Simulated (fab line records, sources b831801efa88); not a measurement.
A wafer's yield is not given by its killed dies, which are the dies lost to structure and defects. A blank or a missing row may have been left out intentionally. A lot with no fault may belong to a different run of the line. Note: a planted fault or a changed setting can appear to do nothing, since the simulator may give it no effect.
Comparing a struck lot with a sound one / flow sky130 / 16 out of 708 route steps
Sound: these wafers, L323.1, L323.3, L323.6. The struck wafers were L316.1, L316.2, L316.3. The cause is named last.
For every step that has rows: the tool of each side, followed by ch and its chambers, followed by its first start. Under that, the readings that differ: sound wafers / struck wafers / difference of the means / sigmas: that difference in standard deviations of wafers without a fault.
alike: same words and numbers on both sides, and readings whose means sit less than 2 such deviations apart. not compared: any withheld reading, any reading some wafer has no value for, any bound like >300 that may hide the same value, and any number with overlapping values for which the record gives no deviation.
The two part at a step that has a row with sigmas, a row that says differs or no value, or rows on one side only. Non-overlapping numbers with no deviation appear without sigmas and do not part them. Lack of a reading on every wafer of one side parts them only where that side has two or more wafers.

first, 5 steps without rows for these wafers: SKY_SONOS_TUNNEL_COAT_02 (resist thk 1140 nm); SKY_SONOS_TUNNEL_SOFTBAKE_03 (time 60 s); SKY_SONOS_TUNNEL_EXPOSE_04 (exposes mask TUNM, target cd 410 nm); SKY_SONOS_TUNNEL_PEB_05; SKY_SONOS_TUNNEL_DEVELOP_06 (develop time 60 s).
SKY_SONOS_TUNNEL_CD_MEAS_07 targets a cd of 410 nm.
  sound on cd-sem-01, day 17 01:33; struck on cd-sem-01, day 14 14:42
  alike: cd-nm
SKY_SONOS_TUNNEL_OVL_MEAS_08:
  sound on overlay-02, day 17 01:40; struck on overlay-01, day 14 14:49
  alike: SONOS_TUNNEL_OVL
then, 3 steps without rows for these wafers: SKY_SONOS_TUNNEL_IMPLANT_09; SKY_SONOS_TUNNEL_WET_ETCH_10 (etches SiO2 in dHF, target depth 14 nm, time 280 s); SKY_SONOS_TUNNEL_STRIP_11 (strips in SPM, time 600 s).
SKY_SONOS_TUNNEL_TW_MEAS_12:
  sound on film-metro-01, day 17 02:17; struck on film-metro-03, day 14 15:16
  alike: SONOS_TUNNEL_TW
then, 1 step without rows for these wafers: SKY_SONOS_TUNNEL_CLEAN_13 (cleans in dHF, time 20 s).
SKY_SONOS_ONO_OXIDATION_00: stabilise 600 s, purge 300 s, target thk 2.6 nm.
  sound on furnace-02 ch 0, day 17 04:13; struck on furnace-01 ch 0, day 14 17:23
reading=spike-tc-bottom-C (C); sound=820.1 818.9 819.5; struck=813.3 814.0 811.9; difference=-6.4; sigmas=-7
reading=spike-tc-centre-C (C); sound=800.6 801.0 799.8; struck=794.1 795.2 794.3; difference=-5.9; sigmas=-6
reading=spike-tc-lower-C (C); sound=804.5 804.0 802.6; struck=795.1 797.4 796.1; difference=-7.5; sigmas=-7
reading=spike-tc-upper-C (C); sound=799.8 799.0 802.7; struck=794.3 796.0 796.0; difference=-5.1; sigmas=-4
reading=tube-center-temp-C (C); sound=800.06 800.02 799.97; struck=793.46 793.41 793.44; difference=-6.58; sigmas=-98
reading=tube_center_temp_C_max; sound=801.75 801.96 802.00; struck=795.81 795.07 795.26; difference=-6.52; sigmas=-22
reading=zone-power-lower-pct (%); sound=15.7 15.9 15.6; struck=12.1 12.2 12.0; difference=-3.6; sigmas=-2
reading=model.SiO2_of_SONOS_ONO_OXIDATION_00.thk-nm (nm); sound=2.608 2.649 2.576; struck=2.277 2.31 2.34; difference=-0.302; sigmas=
SKY_SONOS_ONO_THK_MEAS_01:
  sound on film-metro-04, day 17 05:33; struck on film-metro-03, day 14 18:43
reading=SONOS_ONO_OXIDATION_THK (nm); sound=2.60 2.68 2.58; struck=2.28 2.30 2.35; difference=-0.31; sigmas=-5
then, 1 step without rows for these wafers: SKY_SONOS_ONO_CVD_02 (deposits Si3N4 from DCS/NH3, target thk 10.5 nm, time 180 s).
-- the record jumps here: 34 days lie between the struck wafers' starts before and after (it left off in module SONOS_ONO and takes up again in module PAD_OPEN, whose first step shown is number 708 of the route) --
SKY_PAD_OPEN_PROBE_99:
  sound on prober-02, day 50 00:44; struck on prober-02, day 49 06:37
reading=model.etest.sonos-erased.vt-v (V); sound=-2.317 -2.168 -2.226; struck=-2.444 -2.33 -2.374; difference=-0.146; sigmas=
  alike: killed_at_M0_to_M3, killed_at_M4_up, killed-at-contacts, killed-at-front-end, killed-at-other, killed-dies, killed-on-rim, killed-open, killed-short
  not compared: model.etest.cap-ono.gate-log10-a-cm2, model.etest.cap-ono.tox-acc-nm, model.etest.sonos-baked.vt-less-v

## WHERE THEY PART
At SKY_SONOS_ONO_OXIDATION_00 first; at SKY_SONOS_ONO_THK_MEAS_01 last (within this record only). Later steps at which nothing parts them and some readings are alike: SKY_PAD_OPEN_PROBE_99.

WHY: what the simulator had put in
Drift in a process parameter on furnace-01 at SKY_SONOS_ONO_OXIDATION_00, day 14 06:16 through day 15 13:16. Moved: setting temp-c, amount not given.
